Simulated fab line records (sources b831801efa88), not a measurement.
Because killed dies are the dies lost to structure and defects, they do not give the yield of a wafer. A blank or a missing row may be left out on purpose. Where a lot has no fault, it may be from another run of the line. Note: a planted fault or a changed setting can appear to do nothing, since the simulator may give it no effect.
Comparing a struck lot with a sound one -- flow sky130 -- 35 out of 708 route steps
Sound: the wafers L931.2, L931.3, L931.5. Struck: wafers L947.1, L947.3. (L947.4 of the same lot was not struck and is left out.) The cause comes at the end.
Per side, at each step with rows, come the tool, then ch with its chambers, and then its first start. Under that, the readings that differ: sound wafers -- struck wafers -- difference of the means -- sigmas: that difference in standard deviations of wafers without a fault.
alike: readings whose means differ by less than 2 such deviations, and words and numbers that are the same on both sides. not compared: withheld readings, readings that some wafer has no value for, bounds like >300 that may hide the same value, and numbers for which the record gives no deviation and whose values overlap.
The two part at a step that has a row with sigmas, a row that says differs or no value, or rows on one side only. When numbers do not overlap yet have no deviation, they are printed without sigmas and do not part them. Lack of a reading on every wafer of one side parts them only where that side has two or more wafers.

first, 10 steps without rows for these wafers: SKY_METAL1_HMDS_08 (prime time 60 s); SKY_METAL1_COAT_09 (resist thk 60 nm); SKY_METAL1_COAT_10 (resist thk 450 nm); SKY_METAL1_SOFTBAKE_11 (time 90 s); SKY_METAL1_EXPOSE_12 (exposes mask MM1, target cd 140 nm); SKY_METAL1_PEB_13; SKY_METAL1_DEVELOP_14 (develop time 60 s); SKY_METAL1_DESCUM_17 (chemistry O2, time 8 s); SKY_METAL1_ETCH_18 (etches BARC in N2/H2, stops on SiO2, time 45.9 s, target depth 60 nm); SKY_METAL1_METAL_ETCH_19 (etches the open film in Cl2/BCl3, stops on SiO2, target depth 360 nm, time 78 s).
SKY_METAL1_STRIP_20: strips in O2/N2.
  sound on plasmaAsher-01 ch 1, day 35 01:39; struck on plasmaAsher-01 ch 1, day 39 19:21
reading,sound,struck,difference,sigmas
stripTimeToEndpointS (s),2.77 2.73 2.68,2.65 2.64,-0.08,-2
  alike: drypumpMotorCurrentA, o2FlowSccm, oesProductAu
  not compared: rfHoursCounterH
then, 23 steps without rows for these wafers: SKY_METAL1_STRIP_21 (strips in post etch residue remover, time 1200 s); SKY_METAL1_CLEAN_22 (cleans in IPA, time 180 s); SKY_METAL1_CLEAN_23 (cleans in O3/DIW); SKY_VIA1_HDPCVD_00 (deposits SiO2, target thk 1030 nm, time 171.7 s); SKY_VIA1_CMP_02 (polishes SiO2); SKY_VIA1_DEHYDRATE_04 (time 60 s); SKY_VIA1_HMDS_05 (prime time 60 s); SKY_VIA1_COAT_06 (resist thk 60 nm); SKY_VIA1_COAT_07 (resist thk 450 nm); SKY_VIA1_SOFTBAKE_08 (time 90 s); SKY_VIA1_EXPOSE_09 (exposes mask VIM, target cd 150 nm); SKY_VIA1_PEB_10; SKY_VIA1_DEVELOP_11 (develop time 60 s); SKY_VIA1_ETCH_14 (etches BARC in N2/H2, stops on SiO2, time 45.9 s, target depth 60 nm); SKY_VIA1_ETCH_15 (etches SiO2 in C4F8/O2/Ar, stops on TiN, target depth 351 nm, time 54 s); SKY_VIA1_STRIP_16 (strips in O2/N2); SKY_VIA1_STRIP_17 (strips in post etch residue remover, time 1200 s); SKY_VIA1_CLEAN_18 (cleans in IPA, time 180 s); SKY_VIA1_CLEAN_19 (cleans in O3/DIW); SKY_VIA1_SPUTTER_20 (material TiN, target thk 20 nm, time 80 s); SKY_VIA1_CVD_21 (deposits W, target thk 270 nm, time 80.902 s); SKY_VIA1_CMP_24 (polishes, stops on SiO2, t overpolish 15 s, target thk 0 nm); SKY_METAL2_SPUTTER_00 (material Ti, target thk 15 nm, time 10 s).
-- the record jumps here: 11 days lie between the struck wafers' starts before and after (it left off in module METAL2 and takes up again in module PAD_OPEN, whose first step shown is number 708 of the route) --
SKY_PAD_OPEN_PROBE_99:
  record: rows for the struck wafers here (prober-01, day 50 22:35), none for the sound ones

WHERE THEY PART
Last at SKY_PAD_OPEN_PROBE_99 as far as this record goes, first at SKY_METAL1_STRIP_20.

WHY: what had been put in by the simulator
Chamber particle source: plasmaAsher-01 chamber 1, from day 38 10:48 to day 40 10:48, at SKY_METAL1_STRIP_20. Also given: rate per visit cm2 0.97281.
